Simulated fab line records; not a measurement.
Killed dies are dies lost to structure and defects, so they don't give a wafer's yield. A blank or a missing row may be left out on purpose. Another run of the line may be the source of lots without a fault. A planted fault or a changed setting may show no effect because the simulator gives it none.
Which tool did it? :: flow gf180mcu :: 12 lots with 36 wafers sampled at 4 steps, on a route of 602 steps

## WHAT THE GAUGES READ, wafer by wafer
GF_V3_BOW_MEAS_05.
lot: L606
measured: day 21 01:49
on: film_metro-02
V3_BOW (um): 116 126 112

lot: L610
measured: day 23 00:26
on: film_metro-01
V3_BOW (um): 129 115 106

lot: L611
measured: day 23 12:16
on: film_metro-02
V3_BOW (um): 117 119 109

lot: L614
measured: day 24 11:14
on: film_metro-02
V3_BOW (um): 100 113 108

lot: L616
measured: day 24 22:23
on: film_metro-02
V3_BOW (um): 105 111 121

lot: L618
measured: day 25 18:26
on: film_metro-04
V3_BOW (um): 107 114 99

lot: L621
measured: day 26 16:31
on: film_metro-04
V3_BOW (um): 116 113 108

lot: L622
measured: day 27 01:27
on: film_metro-04
V3_BOW (um): 117 123 119

lot: L624
measured: day 27 15:25
on: film_metro-04
V3_BOW (um): 123 129 120

lot: L626
measured: day 28 05:12
on: film_metro-04
V3_BOW (um): 115 108 119

lot: L627
measured: day 28 11:34
on: film_metro-04
V3_BOW (um): 104 112 109

lot: L629
measured: day 28 18:26
on: film_metro-02
V3_BOW (um): 120 105 120

GF_V3_CD_MEAS_14 targets a cd of 260 nm.
lot: L606
measured: day 22 01:34
on: cd_sem-01
cd_nm (nm): 259.1 258.1 258.2

lot: L610
measured: day 23 23:15
on: cd_sem-01
cd_nm (nm): 258.7 259.1 259.0

lot: L611
measured: day 24 09:36
on: cd_sem-02
cd_nm (nm): 257.7 258.3 258.5

lot: L614
measured: day 25 08:57
on: cd_sem-01
cd_nm (nm): 263.3 261.1 261.6

lot: L616
measured: day 25 19:35
on: cd_sem-01
cd_nm (nm): 261.0 260.3 259.9

lot: L618
measured: day 26 15:17
on: cd_sem-02
cd_nm (nm): 262.5 261.6 261.6

lot: L621
measured: day 27 12:17
on: cd_sem-02
cd_nm (nm): 258.0 258.4 257.7

lot: L622
measured: day 27 21:46
on: cd_sem-02
cd_nm (nm): 268.2 269.3 269.1

lot: L624
measured: day 28 10:52
on: cd_sem-01
cd_nm (nm): 268.6 268.1 268.8

lot: L626
measured: day 29 00:13
on: cd_sem-01
cd_nm (nm): 260.9 257.7 258.5

lot: L627
measured: day 29 06:13
on: cd_sem-01
cd_nm (nm): 260.9 260.5 260.9

lot: L629
measured: day 29 12:44
on: cd_sem-02
cd_nm (nm): 259.0 260.6 259.7

## TOOL THAT RAN EACH LOT (tool first, then ch and the chambers of the sampled wafers, then the start)
lot: L606
GF_V3_CMP_04: cmp-01 ch 0,1,2, day 21 01:36
GF_V3_PEB_12: litho_track-04 ch 0, day 22 01:14

lot: L610
GF_V3_CMP_04: cmp-02 ch 0,2,3, day 23 00:16
GF_V3_PEB_12: litho_track-01 ch 0, day 23 22:55

lot: L611
GF_V3_CMP_04: cmp-01 ch 0,1, day 23 11:55
GF_V3_PEB_12: litho_track-02 ch 0, day 24 09:17

lot: L614
GF_V3_CMP_04: cmp-02 ch 0,1,2, day 24 10:55
GF_V3_PEB_12: litho_track-01 ch 0, day 25 08:37

lot: L616
GF_V3_CMP_04: cmp-02 ch 0,2,3, day 24 22:05
GF_V3_PEB_12: litho_track-01 ch 0, day 25 19:14

lot: L618
GF_V3_CMP_04: cmp-02 ch 0,1,3, day 25 18:08
GF_V3_PEB_12: litho_track-04 ch 0, day 26 14:56

lot: L621
GF_V3_CMP_04: cmp-01 ch 0,1, day 26 16:13
GF_V3_PEB_12: litho_track-01 ch 0, day 27 11:56

lot: L622
GF_V3_CMP_04: cmp-02 ch 1,2, day 27 01:10
GF_V3_PEB_12: litho_track-01 ch 0, day 27 21:26

lot: L624
GF_V3_CMP_04: cmp-01 ch 0,1,2, day 27 15:07
GF_V3_PEB_12: litho_track-01 ch 0, day 28 10:31

lot: L626
GF_V3_CMP_04: cmp-01 ch 1,3, day 28 04:54
GF_V3_PEB_12: litho_track-02 ch 0, day 28 23:52

lot: L627
GF_V3_CMP_04: cmp-02 ch 2,3, day 28 11:16
GF_V3_PEB_12: litho_track-02 ch 0, day 29 05:52

lot: L629
GF_V3_CMP_04: cmp-02 ch 1,2,3, day 28 18:07
GF_V3_PEB_12: litho_track-02 ch 0, day 29 12:23
- GF_V3_CMP_04: polishes SiO2.
- GF_V3_PEB_12: peb time 90 s.

## WHAT THE TOOLS THEMSELVES READ (means of the sampled wafers that have a number; where no wafer has one, the mark that the record gives instead)
GF_V3_CMP_04.
lot: L606
tool: cmp-01
motor_current_A (A): 12.6
time_to_endpoint_s (s): 81

lot: L610
tool: cmp-02
motor_current_A (A): 11.6
time_to_endpoint_s (s): 79

lot: L611
tool: cmp-01
motor_current_A (A): 12.8
time_to_endpoint_s (s): 81

lot: L614
tool: cmp-02
motor_current_A (A): 11.8
time_to_endpoint_s (s): 79

lot: L616
tool: cmp-02
motor_current_A (A): 11.2
time_to_endpoint_s (s): 76

lot: L618
tool: cmp-02
motor_current_A (A): 11.5
time_to_endpoint_s (s): 77

lot: L621
tool: cmp-01
motor_current_A (A): 13.0
time_to_endpoint_s (s): 73

lot: L622
tool: cmp-02
motor_current_A (A): 11.5
time_to_endpoint_s (s): 77

lot: L624
tool: cmp-01
motor_current_A (A): 12.7
time_to_endpoint_s (s): 73

lot: L626
tool: cmp-01
motor_current_A (A): 11.2
time_to_endpoint_s (s): 79

lot: L627
tool: cmp-02
motor_current_A (A): 12.2
time_to_endpoint_s (s): 85

lot: L629
tool: cmp-02
motor_current_A (A): 11.7
time_to_endpoint_s (s): 89

GF_V3_PEB_12.
lot: L606
tool: litho_track-04
heater_power_total_W (W): 85.65
plate_temp_C (C): 134.97

lot: L610
tool: litho_track-01
heater_power_total_W (W): 85.63
plate_temp_C (C): 135.01

lot: L611
tool: litho_track-02
heater_power_total_W (W): 85.67
plate_temp_C (C): 135.07

lot: L614
tool: litho_track-01
heater_power_total_W (W): 85.71
plate_temp_C (C): 134.92

lot: L616
tool: litho_track-01
heater_power_total_W (W): 85.76
plate_temp_C (C): 134.98

lot: L618
tool: litho_track-04
heater_power_total_W (W): 85.73
plate_temp_C (C): 135.07

lot: L621
tool: litho_track-01
heater_power_total_W (W): 85.64
plate_temp_C (C): 134.90

lot: L622
tool: litho_track-01
heater_power_total_W (W): 88.90
plate_temp_C (C): 139.07

lot: L624
tool: litho_track-01
heater_power_total_W (W): 88.91
plate_temp_C (C): 139.00

lot: L626
tool: litho_track-02
heater_power_total_W (W): 85.81
plate_temp_C (C): 135.09

lot: L627
tool: litho_track-02
heater_power_total_W (W): 85.73
plate_temp_C (C): 134.95

lot: L629
tool: litho_track-02
heater_power_total_W (W): 85.73
plate_temp_C (C): 135.12

## THE ANSWER, worked out from the rows above alone
Rule: usual is defined by the lots themselves. Put in order of their means at a reading, lots are off if they are a third of the lots or fewer, leave a main group of 4 or more, and stand apart from it by a gap of 3 or more times the standard deviation of the main group's means; of several such gaps the widest counts. A main group is skipped when, at the precision printed for the reading in the tables above, its means are all equal. Also off: a lot with no number at a reading for which 4 or more lots have one. The other lots that the step has rows for count as sound. First the gauges in route order, then the tools' own readings, where a lot's mean is used as printed above. At the first step where some lot is off, the reading lying furthest off is the one used; lots without a number count as furthest.
Off, at GF_V3_CD_MEAS_14 on cd_nm: L622, L624. Main group: mean 259.7 nm, sd 1.4.
A tool fits if, at a process step before that reading, it ran every lot that is off, and no sound lot after the first of them. Not tried: the gauges at GF_V3_CD_MEAS_14; whatever is off there is also off at GF_V3_PEB_12, on other tools, and gauge error can't account for it. One fits: GF_V3_PEB_12 on litho_track-01. Its last sound lot is L621 (day 27 11:56), its first lot that is off L622 (day 27 21:26): a fault that began between those two fits.
The tool's own readings at GF_V3_PEB_12 bear it out: on the lots that are off they differ by more than 5 times the standard deviation of the sound lots' means. heater_power_total_W reads 88.91 W there against 85.71 W on the sound lots; plate_temp_C reads 139.03 C there against 135.01 C on the sound lots.

## WHAT THE SIMULATOR HAD INSERTED
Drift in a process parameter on litho_track-01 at GF_V3_PEB_12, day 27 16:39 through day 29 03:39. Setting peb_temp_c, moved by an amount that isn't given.
Lots struck among those shown: L622, L624. This agrees with what the rule above found.
